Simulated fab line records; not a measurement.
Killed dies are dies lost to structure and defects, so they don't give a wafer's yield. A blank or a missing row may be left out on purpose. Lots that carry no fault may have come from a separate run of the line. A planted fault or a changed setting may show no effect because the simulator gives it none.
The tool behind it: which one? | flow gf180mcu | 36 wafers from 12 lots sampled at 2 of the route's 602 steps

WHAT EACH GAUGE READ, for each wafer
GF_CONTACT_THK_MEAS_03.
lot  | measured     | on           | CONTACT_CVD_02_THK (nm)
L075 | day 15 07:37 | filmMetro-02 | 841 862 856
L077 | day 16 08:10 | filmMetro-01 | 845 850 861
L079 | day 16 17:51 | filmMetro-04 | 841 852 853
L081 | day 17 11:20 | filmMetro-01 | 850 846 853
L083 | day 18 02:34 | filmMetro-02 | 847 849 862
L085 | day 19 01:34 | filmMetro-04 | 851 845 863
L087 | day 20 04:08 | filmMetro-01 | 850 854 867
L089 | day 20 18:22 | filmMetro-04 | 849 871 869
L091 | day 21 06:55 | filmMetro-02 | 853 853 866
L093 | day 22 07:05 | filmMetro-04 | 855 845 859
L095 | day 22 13:21 | filmMetro-01 | 848 859 861
L097 | day 23 14:01 | filmMetro-02 | 856 855 852

EACH LOT AND THE TOOL THAT RAN IT (in order: tool; ch and the chambers of the sampled wafers; start)
lot  | GF_SALICIDE_SPUTTER_03
L075 | pvdSputter-04, day 15 06:56
L077 | pvdSputter-03, day 16 07:29
L079 | pvdSputter-01, day 16 17:10
L081 | pvdSputter-04, day 17 10:40
L083 | pvdSputter-03, day 18 01:45
L085 | pvdSputter-03, day 19 00:46
L087 | pvdSputter-04, day 20 03:27
L089 | pvdSputter-03, day 20 17:42
L091 | pvdSputter-03, day 21 06:10
L093 | pvdSputter-03, day 22 06:18
L095 | pvdSputter-01, day 22 12:40
L097 | pvdSputter-04, day 23 13:19
- GF_SALICIDE_SPUTTER_03: material TiN, target thk 20 nm, time 17 s.

THE ANSWER, worked out from the rows above alone
Rule: what is usual is taken from the lots themselves. Put in order of their means at a reading, lots are off if they are a third of the lots or fewer, leave a main group of 4 or more, and stand apart from it by a gap of 3 or more times the standard deviation of the main group's means; of several such gaps the widest counts. If all means in a main group match to the digits the tables above print for the reading, that group is not used. Also off: a lot with no number at a reading for which 4 or more lots have one. The other lots that the step has rows for count as sound.
No lot is off on any of the readings shown, so nothing can be concluded from this.

WHAT THE SIMULATOR HAD PUT IN
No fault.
